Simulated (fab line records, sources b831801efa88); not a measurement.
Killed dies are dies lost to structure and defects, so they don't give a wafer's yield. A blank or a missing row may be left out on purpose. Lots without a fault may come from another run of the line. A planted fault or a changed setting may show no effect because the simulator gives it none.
fab line records | flow sky130
record lots=7 wafers=18 last_day=50
route steps=708 shown FIELD_ISO@13 PAD_OPEN@708
lots that met no fault: from a run of the same line without faults
start_h: hours from the record's first day to the start of the lot's first wafer shown | wait_h: hours since the lot's step before | " the same as in the row above | L1.1+2: a row that stands for several wafers | - no value, or no start given | * or withheld: withheld | < > ~ a bound
route shown NAME@n: a module of which the file shows steps, and the number in the route of the first | usual: mean/standard deviation of fault-free wafers | same: alike in all rows | chamber/n: place in a boat | sites: the reading at each site | _std_site: their standard deviation | _edge_site: outer sites' mean less inner sites' | radius_mm: how far each site lies from the wafer's centre | mask NAME#n: copy n | behind: the tool/chamber that last shaped the wafer | hold: why the lot was held/for how many hours/how that ended | device: the transistor (n, p or np) that didn't switch | end of line: the same wafers' tests at the end of the route | a step without rows: its recipe alone | killed: dies lost to structure and defects at the first sort, not the wafer's yield | map: a wafer's dies, x killed, . not, _ none there
set.NAME: the setting as run; set.NAME@STEP: as run at that earlier step | model.NAME: the simulator's own value behind a step, which no gauge read
lots at some steps of the route; a table a step, a row a wafer
services: from which hour (start_h, from the record's first day; less than 0 if before it) a tool's chamber was out of use, for how many hours, and why
## steps
# step SKY_FIELD_ISO_DEVELOP_12
# recipe develop_time_s=60 resist=KrF-thick dev_temp_c=21
# step SKY_FIELD_ISO_CD_MEAS_13
# recipe target_cd_nm=150
# usual cd_nm=150.0/1.3
# columns lot.wafer tool chamber start_h wait_h cd_nm
L825.2 cd_sem-01 - 55.17 - 148.6
L825.3 " - " " 150.6
L825.6 " - " " 151.0
L828.2 cd_sem-02 - 68.52 - 149.7
L828.4 " - " " 151.2
L828.5 " - " " 151.4
L830.1 cd_sem-02 - 75.55 - 150.9
L830.2 " - " " 150.3
L830.4 " - " " 150.4
L835.1 cd_sem-01 - 106.15 - 150.4
L835.5 " - " " 150.3
L835.6 " - " " 150.8
L838.1 cd_sem-02 - 119.71 - 149.2
L838.2 " - " " 151.1
L838.5 " - " " 148.3
L841.1 cd_sem-01 - 132.45 - 149.3
L841.6 " - " " 150.4
L843.5 cd_sem-01 - 144.73 - 150.6
# step SKY_FIELD_ISO_ETCH_14
# recipe chemistry=N2/H2 target=BARC ion_energy_ev=200 source_w=500 bias_w=100 pressure_mtorr=30 n2_flow_sccm=100 h2_flow_sccm=200 stop_on=SiO2 time_s=45.9 target_depth_a=600
# usual drypump_motor_current_A=5.7/0.44 oes_product_au=0.854/0.0047 throttle_valve_pct=13.225/0.0092
# columns lot.wafer tool chamber start_h wait_h drypump_motor_current_A oes_product_au rf_hours_counter_h throttle_valve_pct
L825.2 rie_diel-04 0 55.27 0.1 5.2 0.848 169 13.219
L825.3 " 2 " " 5.9 0.860 3 13.230
L825.6 " 3 " " 5.5 0.855 - 13.241
L828.2 rie_diel-02 3 68.62 0.1 6.5 0.854 87 13.229
L828.4 " 2 " " 5.8 0.862 68 13.208
L828.5 " 0 " " 5.2 0.849 - 13.227
L830.1 rie_diel-04 0 75.67 0.1 5.2 0.854 169 13.250
L830.2 " 3 " " 5.5 0.854 67 13.227
L830.4 " 1 " " 5.7 0.855 79 13.202
L835.1 rie_diel-02 1 106.27 0.1 6.3 0.853 86 13.205
L835.5 " 3 " " 6.4 0.852 - 13.226
L835.6 " 0 " " 5.2 0.859 - 13.230
L838.1 rie_diel-04 1 119.83 0.1 5.7 0.860 80 13.226
L838.2 " 2 " " 5.9 0.858 5 13.234
L838.5 " 3 " " 5.5 0.856 - 13.224
L841.1 rie_diel-04 3 132.57 0.1 5.5 0.853 68 13.220
L841.6 " 3 " " 5.5 0.859 - 13.223
L843.5 rie_diel-03 3 144.79 0.0 5.6 0.856 - 13.218
# step SKY_FIELD_ISO_ETCH_15
# recipe chemistry=CHF3/O2 target_depth_nm=180 stop_on=Si source_w=600 bias_w=200 pressure_mtorr=40 chf3_flow_sccm=50 O2_flow_sccm=5 time_s=72
# usual O2_flow_sccm=5.000/0.015 drypump_motor_current_A=5.7/0.45 oes_product_au=0.949/0.0078 throttle_valve_pct=8.846/0.0092
# columns lot.wafer tool chamber start_h wait_h O2_flow_sccm drypump_motor_current_A oes_product_au rf_hours_counter_h throttle_valve_pct
L825.2 rie_diel-04 0 55.31 0.0 4.992 5.2 0.956 169 8.846
L825.3 " 2 " " 4.995 5.9 0.940 3 8.855
L825.6 " 3 " " 5.005 5.5 0.954 - 8.853
L828.2 rie_diel-02 3 68.66 0.0 5.023 6.5 0.937 87 8.834
L828.4 " 2 " " 5.006 5.8 0.949 68 8.857
L828.5 " 0 " " 5.030 5.2 0.945 - 8.848
L830.1 rie_diel-04 0 75.71 0.0 4.984 5.2 0.948 169 8.860
L830.2 " 3 " " 4.995 5.5 0.950 67 8.856
L830.4 " 1 " " 4.995 5.7 0.943 79 8.834
L835.1 rie_diel-02 1 106.32 0.0 4.994 6.3 0.941 86 8.841
L835.5 " 3 " " 4.981 6.5 0.941 - 8.851
L835.6 " 0 " " 4.983 5.2 0.939 - 8.828
L838.1 rie_diel-04 1 119.87 0.0 5.006 5.7 0.956 80 8.847
L838.2 " 2 " " 4.989 5.9 0.953 5 8.837
L838.5 " 3 " " 5.027 5.5 0.960 - 8.851
L841.1 rie_diel-04 3 132.62 0.0 5.018 5.5 0.956 68 8.854
L841.6 " 3 " " 5.008 5.5 0.946 - 8.845
L843.5 rie_diel-03 3 144.84 0.0 5.018 5.6 0.959 - 8.849
# step SKY_FIELD_ISO_STRIP_16
# recipe chemistry=O2/N2 power_w=1400 pressure_mtorr=1500 platen_temp_c=withheld o2_flow_sccm=3000 n2_flow_sccm=300 overash_fraction=0.5
# usual drypump_motor_current_A=5.6/0.47 oes_product_au=0.378/0.005 strip_time_to_endpoint_s=3.539/0.025
# columns lot.wafer tool chamber start_h wait_h drypump_motor_current_A oes_product_au rf_hours_counter_h strip_time_to_endpoint_s
L825.2 plasma_asher-04 1 55.36 0.0 6.0 0.380 40 3.547
L825.3 " 0 " " 5.2 0.378 - 3.539
L825.6 " 1 " " 6.0 0.380 - 3.581
L828.2 plasma_asher-04 0 68.72 0.0 5.2 0.381 41 3.541
L828.4 " 1 " " 6.0 0.383 - 3.554
L828.5 " 1 " " 6.0 0.377 - 3.524
L830.1 plasma_asher-04 1 75.77 0.0 6.0 0.380 42 3.536
L830.2 " 0 " " 5.2 0.378 42 3.545
L830.4 " 1 " " 6.0 0.382 - 3.513
L835.1 plasma_asher-03 1 106.37 0.0 5.6 0.385 30 3.556
L835.5 " 1 " " 5.6 0.374 - 3.548
L835.6 " 0 " " 6.1 0.377 - 3.520
L838.1 plasma_asher-02 0 119.92 0.0 4.8 0.378 0 3.503
L838.2 " 1 " " 5.8 0.375 0 3.552
L838.5 " 0 " " 4.7 0.374 - 3.500
L841.1 plasma_asher-04 1 132.67 0.0 6.0 0.377 47 3.548
L841.6 " 0 " " 5.2 0.374 - 3.562
L843.5 plasma_asher-02 0 144.93 0.1 4.8 0.381 - 3.528
# step SKY_FIELD_ISO_ETCH_17
# recipe target_depth_a=3420 mask_material=Si3N4 chemistry=HBr/Cl2/O2 target=Si taper_deg=5 icp_w=600 bias_w=150 pressure_mtorr=15 HBr_flow_sccm=150 Cl2_flow_sccm=40 O2_flow_sccm=6 time_s=97.7
# usual O2_flow_sccm=6.000/0.017 drypump_motor_current_A=5.7/0.58 oes_product_au=0.999/0.0095 throttle_valve_pct=25.657/0.01
# columns lot.wafer tool chamber start_h wait_h O2_flow_sccm drypump_motor_current_A oes_product_au rf_hours_counter_h throttle_valve_pct
L825.2 rie_si-02 1 55.46 0.1 5.985 6.3 0.999 35 25.653
L825.3 " 2 " " 5.975 5.0 0.990 74 25.665
L825.6 " 0 " " 6.004 5.5 0.983 - 25.664
L828.2 rie_si-01 0 68.82 0.1 6.007 6.0 0.998 127 25.649
L828.4 " 3 " " 5.986 5.4 0.990 142 25.675
L828.5 " 1 " " 5.998 4.9 0.987 - 25.651
L830.1 rie_si-01 3 75.87 0.1 6.034 5.5 0.989 142 25.659
L830.2 " 1 " " 6.001 4.9 1.001 94 25.654
L830.4 " 3 " " 6.045 5.5 0.980 - 25.683
L835.1 rie_si-01 0 106.47 0.1 5.992 6.0 0.998 127 25.655
L835.5 " 3 " " 6.009 5.4 0.994 - 25.654
L835.6 " 0 " " 5.992 6.0 0.999 - 25.641
L838.1 rie_si-01 1 120.02 0.1 6.004 4.8 0.990 94 25.673
L838.2 " 2 " " 5.979 6.7 0.989 129 25.669
L838.5 " 1 " " 6.005 4.9 0.998 - 25.659
L841.1 rie_si-02 3 132.77 0.1 6.009 5.8 0.999 3 25.657
L841.6 " 2 " " 5.985 5.1 1.001 - 25.646
L843.5 rie_si-01 3 145.00 0.0 6.020 5.5 0.988 - 25.660
# step SKY_FIELD_ISO_WET_ETCH_18
# recipe chemistry=H3PO4 target_depth_nm=25 temp_c=160 target=Si3N4 time_s=286
# step SKY_FIELD_ISO_CLEAN_19
# recipe chemistry=SC1/SC2 mix=1:4:20 temp_c=70 time_s=150
# step SKY_FIELD_ISO_CLEAN_20
# recipe chemistry=dHF time_s=20 dilution=100:1
# step SKY_FIELD_ISO_WET_ETCH_21
# recipe chemistry=dHF dilution=100:1 target_depth_nm=20 dry=ipa_marangoni target=SiO2 temp_c=25 time_s=400
# step SKY_FIELD_ISO_OXIDATION_22
# recipe temp_c=950 ambient=O2 stabilise_s=600 purge_s=300 target_thk_a=100 ox_time_s=623
# step SKY_FIELD_ISO_THK_MEAS_23
# recipe reads=SiO2_of_FIELD_ISO_OXIDATION_22
# usual FIELD_ISO_OXIDATION_01_THK=10.11/0.18
# columns lot.wafer tool chamber start_h wait_h FIELD_ISO_OXIDATION_01_THK[nm]
L825.2 film_metro-04 - 64.92 0.0 10.33
L825.3 " - " " 10.18
L825.6 " - " " 10.47
L828.2 film_metro-01 - 74.50 0.0 9.96
L828.4 " - " " 10.23
L828.5 " - " " 10.19
L830.1 film_metro-04 - 83.01 0.0 9.90
L830.2 " - " " 9.89
L830.4 " - " " 9.89
L835.1 film_metro-03 - 108.03 0.0 10.28
L835.5 " - " " 10.18
L835.6 " - " " 10.31
L838.1 film_metro-01 - 123.52 0.0 10.16
L838.2 " - " " 10.03
L838.5 " - " " 10.02
L841.1 film_metro-03 - 134.46 0.0 10.02
L841.6 " - " " 10.01
L843.5 film_metro-01 - 147.16 0.0 10.13
# step SKY_FIELD_ISO_CVD_24
# recipe material=SiO2 target_thk_nm=595 temp_c=650 sigma_open_frac=0.3 time_s=99.2 sih4_flow_sccm=60 pressure_mtorr=6
# usual sih4_flow_sccm=59.98/0.17
# columns lot.wafer tool chamber start_h wait_h sih4_flow_sccm model.SiO2_of_FIELD_ISO_CVD_24.thk_nm
L825.2 hdpcvd-01 2 64.97 0.0 59.70 607.8
L825.3 " 1 " " 59.98 593.1
L825.6 " 1 " " 59.81 598.2
L828.2 hdpcvd-02 1 74.62 0.1 59.86 591.7
L828.4 " 0 " " 60.08 597.8
L828.5 " 1 " " 59.94 595.9
L830.1 hdpcvd-02 2 83.14 0.1 59.82 591.3
L830.2 " 0 " " 60.08 599.5
L830.4 " 0 " " 59.88 600.5
L835.1 hdpcvd-02 1 108.09 0.1 59.56 593
L835.5 " 1 " " 59.90 592.2
L835.6 " 0 " " 60.32 594.1
L838.1 hdpcvd-02 2 123.58 0.1 59.85 591.6
L838.2 " 1 " " 60.01 591.4
L838.5 " 0 " " 59.84 696.2
L841.1 hdpcvd-02 1 134.52 0.1 60.11 604.1
L841.6 " 0 " " 59.78 698
L843.5 hdpcvd-02 0 147.22 0.0 60.21 690.7
# step SKY_FIELD_ISO_THK_MEAS_25
# recipe reads=SiO2_of_FIELD_ISO_CVD_24
# usual FIELD_ISO_CVD_24_THK=597/5.5
# columns lot.wafer tool chamber start_h wait_h hold FIELD_ISO_CVD_24_THK[nm]
L825.2 film_metro-04 - 65.05 0.0 - 608
L825.3 " - " " - 593
L825.6 " - " " - 598
L828.2 film_metro-03 - 74.71 0.0 - 592
L828.4 " - " " - 598
L828.5 " - " " - 596
L830.1 film_metro-04 - 83.22 0.0 - 592
L830.2 " - " " - 599
L830.4 " - " " - 601
L835.1 film_metro-04 - 108.16 0.0 - 593
L835.5 " - " " - 592
L835.6 " - " " - 594
L838.1 film_metro-03 - 123.65 0.0 await_dispo/0.2h/release 592
L838.2 " - " " await_dispo/0.2h/release 592
L838.5 " - " " await_dispo/0.2h/release 696
L838.1 film_metro-03 - 123.87 0.2 - 591
L838.2 " - " " - 592
L838.5 " - " " - 696
L841.1 film_metro-04 - 134.59 0.0 await_dispo/0.2h/release 604
L841.6 " - " " await_dispo/0.2h/release 698
L841.1 film_metro-04 - 134.82 0.2 - 604
L841.6 " - " " - 698
L843.5 film_metro-04 - 147.30 0.0 await_dispo/0.2h/release 690
L843.5 film_metro-04 - 147.52 0.2 - 690
# step SKY_FIELD_ISO_CMP_27
# recipe stop_on=Si3N4 t_overpolish_s=16 down_force_psi=4 platen_rpm=60 target_thk_nm=457.8 pad_velocity_m_s=0.94248
# usual head_pressure_psi=4.000/0.0091 motor_current_A=11.4/1.8 slurry_filter_dp_kPa=13.50/0.15 time_to_endpoint_s=113/4.1
# columns lot.wafer tool chamber start_h wait_h head_pressure_psi motor_current_A slurry_filter_dp_kPa time_to_endpoint_s
L825.2 cmp-02 0 73.37 0.1 4.017 11.5 13.54 121
L825.3 " 1 " " 3.992 11.5 13.39 113
L825.6 " 3 " " 4.006 12.0 13.48 114
L828.2 cmp-01 2 82.17 0.3 4.005 12.8 13.61 108
L828.4 " 3 " " 3.997 10.4 13.40 111
L828.5 " 2 " " 3.999 12.5 13.52 112
L830.2 cmp-02 3 90.15 0.0 4.006 12.3 13.53 110
L830.4 " 0 " " 4.001 11.3 13.53 109
L830.1 " 1 " " 3.990 11.7 13.37 110
L835.1 cmp-01 0 109.91 0.2 4.006 8.1 13.53 119
L835.6 " 2 " " 4.001 12.5 13.81 119
L835.5 " 3 " " 3.993 10.6 13.41 113
L838.2 cmp-01 3 130.10 0.3 3.993 10.2 13.46 113
L838.1 " 0 " " 3.997 9.0 13.42 116
L838.5 " 0 " " 4.010 9.0 13.66 138
L841.1 cmp-02 2 141.54 0.1 3.982 14.4 13.67 106
L841.6 " 2 " " 3.998 14.7 13.55 124
L843.5 cmp-01 0 151.74 0.2 4.000 9.1 13.26 136
# step SKY_FIELD_ISO_WET_ETCH_28
# recipe chemistry=dHF target_depth_nm=23.7 target=SiO2 dilution=10:1 temp_c=25 time_s=47
# step SKY_PAD_OPEN_PROBE_99
# usual killed_at_M0_to_M3=44/6.9 killed_at_M4_up=3.3/1.7 killed_at_contacts=24/5.5 killed_at_front_end=16/4.5 killed_at_other=0.2/0.46 killed_dies=87/9.1 killed_open=48/7.3 killed_short=39/6.2
# same gross_dies=492 killed_at_back_side=0
# columns lot.wafer tool chamber start_h wait_h killed_at_M0_to_M3 killed_at_M4_up killed_at_contacts killed_at_front_end killed_at_other killed_dies killed_open killed_short
L830.1 prober-01 - 1145.64 0.1 38 5 28 12 0 83 51 32
L830.2 prober-01 - 1145.69 0.1 40 3 21 20 0 84 56 28
L830.4 prober-01 - 1145.79 0.2 42 4 27 28 0 101 55 45
L835.1 prober-02 - 1168.26 0.1 39 3 28 18 0 88 56 32
L835.5 prober-02 - 1168.46 0.2 36 5 28 16 0 85 46 39
L835.6 prober-02 - 1168.51 0.2 46 3 34 14 2 99 57 42
L838.1 prober-02 - 1179.41 0.1 46 4 29 14 1 94 53 41
L838.2 prober-02 - 1179.46 0.1 51 2 24 12 1 90 53 37
L838.5 prober-02 - 1179.61 0.2 53 4 15 6 1 79 49 30
L841.1 prober-01 - 1186.37 0.1 46 4 16 17 0 83 46 37
L841.6 prober-01 - 1186.62 0.2 37 3 30 24 1 95 53 42
# killed by level:class
L830.1 CONTACT:geometric_particle:open=14 VIA1:geometric_particle:open=12 VIA2:geometric_particle:open=7 CONTACT:geometric_particle:short=5 LI_CONTACT:geometric_particle:open=5 VIA3:geometric_particle:open=5 POLY_GATE:geometric_particle:short=4 METAL4:geometric_particle:short=4
L830.2 VIA1:geometric_particle:open=13 VIA2:geometric_particle:open=11 LI_CONTACT:geometric_particle:open=8 FIELD_ISO:geometric_particle:open=7 CONTACT:geometric_particle:short=7 METAL2:geometric_particle:short=6 CONTACT:geometric_particle:open=5 FIELD_ISO:geometric_particle:short=4
L830.4 VIA2:geometric_particle:open=9 LI_CONTACT:geometric_particle:open=8 CONTACT:geometric_particle:open=8 VIA1:geometric_particle:open=8 FIELD_ISO:geometric_particle:open=7 POLY_GATE:geometric_particle:open=5 POLY_GATE:geometric_particle:short=4 METAL1:geometric_particle:short=4
L835.1 CONTACT:geometric_particle:open=11 VIA1:geometric_particle:open=11 LI_CONTACT:geometric_particle:open=9 METAL1:geometric_particle:short=7 FIELD_ISO:geometric_particle:open=5 VIA2:geometric_particle:open=5 VIA3:geometric_particle:open=5 POLY_GATE:geometric_particle:open=4
L835.5 VIA1:geometric_particle:open=13 CONTACT:geometric_particle:open=10 LI_CONTACT:geometric_particle:open=7 CONTACT:geometric_particle:short=7 POLY_GATE:geometric_particle:short=6 VIA3:geometric_particle:open=5 VIA3:geometric_particle:short=4 METAL4:geometric_particle:short=4
L835.6 VIA1:geometric_particle:open=15 LI_CONTACT:geometric_particle:open=9 CONTACT:geometric_particle:open=7 VIA2:geometric_particle:open=7 CONTACT:geometric_particle:short=6 LI_CONTACT:geometric_particle:short=6 METAL1:geometric_particle:open=5 FIELD_ISO:geometric_particle:short=4
L838.1 VIA1:geometric_particle:open=11 CONTACT:geometric_particle:open=9 LI_CONTACT:geometric_particle:open=8 VIA2:geometric_particle:open=8 METAL1:geometric_particle:short=7 CONTACT:geometric_particle:short=6 VIA3:geometric_particle:open=6 POLY_GATE:geometric_particle:open=5
L838.2 VIA2:geometric_particle:open=12 CONTACT:geometric_particle:open=11 METAL1:geometric_particle:short=8 VIA3:geometric_particle:open=8 VIA1:geometric_particle:open=7 FIELD_ISO:geometric_particle:short=4 LOCAL_INTERCONNECT:geometric_particle:short=4 VIA1:geometric_particle:short=4
L838.5 VIA3:geometric_particle:open=13 VIA1:geometric_particle:open=12 CONTACT:geometric_particle:open=9 METAL2:geometric_particle:short=6 VIA1:geometric_particle:short=5 VIA2:geometric_particle:open=5 METAL1:geometric_particle:short=3 VIA2:geometric_particle:short=3
L841.1 VIA1:geometric_particle:open=14 POLY_GATE:geometric_particle:open=7 METAL1:geometric_particle:short=7 CONTACT:geometric_particle:open=6 METAL2:geometric_particle:short=6 FIELD_ISO:geometric_particle:open=5 VIA1:geometric_particle:short=4 VIA2:geometric_particle:open=4
L841.6 CONTACT:geometric_particle:open=16 VIA1:geometric_particle:open=12 POLY_GATE:geometric_particle:short=11 LI_CONTACT:geometric_particle:open=5 POLY_GATE:geometric_particle:open=4 CONTACT:geometric_particle:short=4 VIA3:geometric_particle:open=4 METAL2:geometric_particle:short=4
## services
# columns tool chamber start_h hours kind
rie_diel-03 3 39.13 16.7 repair
cmp-01 - 40.88 1.8 repair
rie_diel-02 1 45.48 4.1 repair
rie_diel-04 1 59.01 3.1 repair
hdpcvd-02 0 59.57 5.2 repair
cmp-02 - 61.61 2.8 repair
hdpcvd-02 - 61.62 1.5 repair
cmp-02 - 64.37 4.0 pm
hdpcvd-01 - 66.75 15.0 pm
rie_si-01 0 69.53 6.5 repair
rie_diel-02 0 73.99 9.1 repair
rie_si-02 1 84.40 3.2 repair
rie_si-02 - 106.40 0.2 repair
rie_diel-02 - 108.31 0.7 repair
cmp-02 - 108.32 2.6 repair
plasma_asher-02 - 108.75 9.0 pm
cmp-02 - 111.18 13.5 pm
rie_diel-02 - 121.75 35.6 repair
cmp-02 - 129.04 2.4 repair
cmp-02 - 133.02 1.2 repair
cmp-02 - 134.12 2.6 repair
plasma_asher-02 - 137.45 7.0 repair
rie_diel-04 - 137.80 15.6 pm
hdpcvd-01 1 145.86 6.5 repair
## key
first_sign step=SKY_FIELD_ISO_THK_MEAS_25 reading=visit direction=added
effect step=SKY_FIELD_ISO_THK_MEAS_25 reading=FIELD_ISO_CVD_24_THK direction=up sigmas=18 usual=597 struck=695
effect step=SKY_FIELD_ISO_CMP_27 reading=time_to_endpoint_s direction=up sigmas=4.7 usual=* struck=*
model_effect step=SKY_FIELD_ISO_CVD_24 value=SiO2_of_FIELD_ISO_CVD_24.thk_nm without=598.4 struck=695
met_at SKY_FIELD_ISO_CVD_24
struck_wafers L838.5,L841.6,L843.5
tester_left_out L838,L841,L843
onset_between 108.09 123.58
fault kind=process_parameter_drift tool=hdpcvd-02 chamber=- onset_h=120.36 steps=SKY_FIELD_ISO_CVD_24 channel=target_thk_nm offset=96.583 shape=step end_h=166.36 scope=struck_wafers_only acts_in=these_recipes_only stated=595
# tester_left_out: of these lots the tester's yield and bins aren't shown, on N5 and GAA mostly nor the transistor test; their killed dies are dies lost to structure and defects alone, not to doping, threshold or leakage, so they don't give the yield
